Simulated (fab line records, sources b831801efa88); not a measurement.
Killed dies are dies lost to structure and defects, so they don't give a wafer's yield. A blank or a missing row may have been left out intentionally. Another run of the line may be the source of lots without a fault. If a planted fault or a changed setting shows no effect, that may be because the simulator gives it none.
Matching of chambers || flow gf180mcu || pecvd-02 running GF_PASSIVATION_CVD_00: 3 sister chambers
The step deposits SiO2 from TEOS, target thk 1000 nm, time 111.95 s. 6 wafers are shown with their chamber, then 7 later ones without.

## WAFERS PAIRED WITH THEIR CHAMBERS
{"wafer": "L959.1", "chamber": 2, "heater power w (W)": 732}
{"wafer": "L967.1", "chamber": 2, "heater power w (W)": 631}
{"wafer": "L967.3", "chamber": 0, "heater power w (W)": 692}
{"wafer": "L967.4", "chamber": 1, "heater power w (W)": 609}
{"wafer": "L976.2", "chamber": 0, "heater power w (W)": 622}
{"wafer": "L976.3", "chamber": 1, "heater power w (W)": 471}

## WAFERS WHOSE CHAMBER IS MISSING
{"wafer": "L976.6", "heater power w (W)": 573}
{"wafer": "L978.1", "heater power w (W)": 678}
{"wafer": "L978.2", "heater power w (W)": 530}
{"wafer": "L978.6", "heater power w (W)": 572}
{"wafer": "L979.1", "heater power w (W)": 616}
{"wafer": "L979.5", "heater power w (W)": 555}
{"wafer": "L979.6", "heater power w (W)": 695}

## CHAMBER TAKEN BY EACH
{"wafer": "L976.6", "from the rows above": "can't be placed: 1 or 0 or 2", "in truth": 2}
{"wafer": "L978.1", "from the rows above": "can't be placed: 2 or 0 or 1", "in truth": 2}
{"wafer": "L978.2", "from the rows above": "can't be placed: 1 or 0 or 2", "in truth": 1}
{"wafer": "L978.6", "from the rows above": "can't be placed: 1 or 0 or 2", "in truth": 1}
{"wafer": "L979.1", "from the rows above": "can't be placed: 0 or 2 or 1", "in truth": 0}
{"wafer": "L979.5", "from the rows above": "can't be placed: 1 or 0 or 2", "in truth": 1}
{"wafer": "L979.6", "from the rows above": "can't be placed: 2 or 0 or 1", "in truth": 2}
Correct placement for 0 of the 7. Can't be placed from these rows: 7 (the true chamber is among the candidates in 7). Wrongly placed: 0.
How it was worked out, from the rows above alone: a wafer's distance from a chamber is the root of the sum, over the readings, of the square of ((its reading less the chamber's mean) divided by the reading's scatter). If the next closest chamber is less than 2 further off than the closest, the wafer can't be placed; otherwise it belongs to the closest. The mean given for a chamber averages the wafers shown for that chamber. How the scatter is found: for the shown wafers, subtract from each reading the mean of its chamber, square and add these, divide the total by (wafers less chambers), then take the root.
